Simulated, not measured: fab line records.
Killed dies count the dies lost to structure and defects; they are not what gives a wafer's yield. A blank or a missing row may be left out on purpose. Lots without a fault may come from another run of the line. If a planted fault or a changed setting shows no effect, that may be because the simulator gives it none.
Which tool is to blame? | flow sky130 | 10 lots with 30 wafers sampled at 4 steps, on a route of 708 steps

## WHAT THE GAUGES SHOWED, per wafer
SKY_LDD_N_TW_MEAS_17.
lot  | measured     | on           | LDD_N_TW
L451 | day 17 02:43 | filmMetro-04 | 2570 2582 2589
L452 | day 18 03:47 | filmMetro-02 | 2606 2627 2616
L455 | day 19 02:29 | filmMetro-03 | 2587 2583 2579
L454 | day 19 09:34 | filmMetro-04 | 2574 2590 2582
L463 | day 23 15:39 | filmMetro-02 | 2927 2922 2925
L462 | day 23 16:53 | filmMetro-04 | 2888 2899 2887
L466 | day 23 19:36 | filmMetro-04 | 2567 2573 2562
L468 | day 23 22:25 | filmMetro-03 | 2595 2591 2594
L472 | day 25 08:15 | filmMetro-03 | 2602 2588 2587
L474 | day 26 06:50 | filmMetro-04 | 2555 2551 2561

## EACH LOT AND THE TOOL THAT RAN IT (in order: tool; ch and the chambers of the sampled wafers; start)
lot  | SKY_RES_PROTECT_STRIP_07            | SKY_LDD_N_IMPLANT_11            | SKY_LDD_N_STRIP_16
L451 | plasmaAsher-01 ch 0,1, day 14 14:14 | implanter-04 ch 0, day 17 01:52 | plasmaAsher-04 ch 0,1, day 17 02:37
L452 | plasmaAsher-04 ch 0,1, day 15 12:10 | implanter-02 ch 0, day 18 02:56 | plasmaAsher-03 ch 0,1, day 18 03:41
L455 | plasmaAsher-02 ch 0,1, day 16 10:32 | implanter-01 ch 0, day 19 01:39 | plasmaAsher-01 ch 0,1, day 19 02:22
L454 | plasmaAsher-04 ch 0,1, day 16 14:41 | implanter-01 ch 0, day 19 08:43 | plasmaAsher-01 ch 0,1, day 19 09:28
L463 | plasmaAsher-02 ch 0,1, day 20 22:02 | implanter-04 ch 0, day 23 14:48 | plasmaAsher-01 ch 0,1, day 23 15:33
L462 | plasmaAsher-04 ch 0,1, day 20 22:20 | implanter-04 ch 0, day 23 16:02 | plasmaAsher-01 ch 0,1, day 23 16:47
L466 | plasmaAsher-01 ch 1, day 20 23:35   | implanter-02 ch 0, day 23 18:45 | plasmaAsher-03 ch 0,1, day 23 19:30
L468 | plasmaAsher-01 ch 0,1, day 21 04:43 | implanter-01 ch 0, day 23 21:34 | plasmaAsher-03 ch 0,1, day 23 22:18
L472 | plasmaAsher-01 ch 0,1, day 22 14:31 | implanter-01 ch 0, day 25 07:26 | plasmaAsher-04 ch 0,1, day 25 08:10
L474 | plasmaAsher-02 ch 0,1, day 23 14:10 | implanter-02 ch 0, day 26 05:59 | plasmaAsher-04 ch 0,1, day 26 06:43
- SKY_RES_PROTECT_STRIP_07: strips in O2/N2.
- SKY_LDD_N_IMPLANT_11
- SKY_LDD_N_STRIP_16: strips in O2/N2.

## THE ANSWER, worked out from the rows above alone
Rule: the usual values come from the lots themselves. Put in order of their means at a reading, lots are off if they are a third of the lots or fewer, leave a main group of 4 or more, and stand apart from it by a gap of 3 or more times the standard deviation of the main group's means; of several such gaps the widest counts. If all means in a main group match to the digits the tables above print for the reading, that group is not used. A lot without any number at a reading at which 4 lots or more have one is off too. Where the step has rows for the other lots, those lots are counted as sound.
Off: L463, L462, seen at SKY_LDD_N_TW_MEAS_17 (LDD_N_TW). Main group: mean 2584, sd 17.
If a tool, at a process step before that reading, ran all the lots that are off and no sound lot after the first of them, it fits. Those tools and the gauges at SKY_LDD_N_TW_MEAS_17 are tried in the same way. Undecided on this evidence; 2 tools fit (implanter-04 at SKY_LDD_N_IMPLANT_11, plasmaAsher-01 at SKY_LDD_N_STRIP_16).

## WHAT WAS PUT IN BY THE SIMULATOR
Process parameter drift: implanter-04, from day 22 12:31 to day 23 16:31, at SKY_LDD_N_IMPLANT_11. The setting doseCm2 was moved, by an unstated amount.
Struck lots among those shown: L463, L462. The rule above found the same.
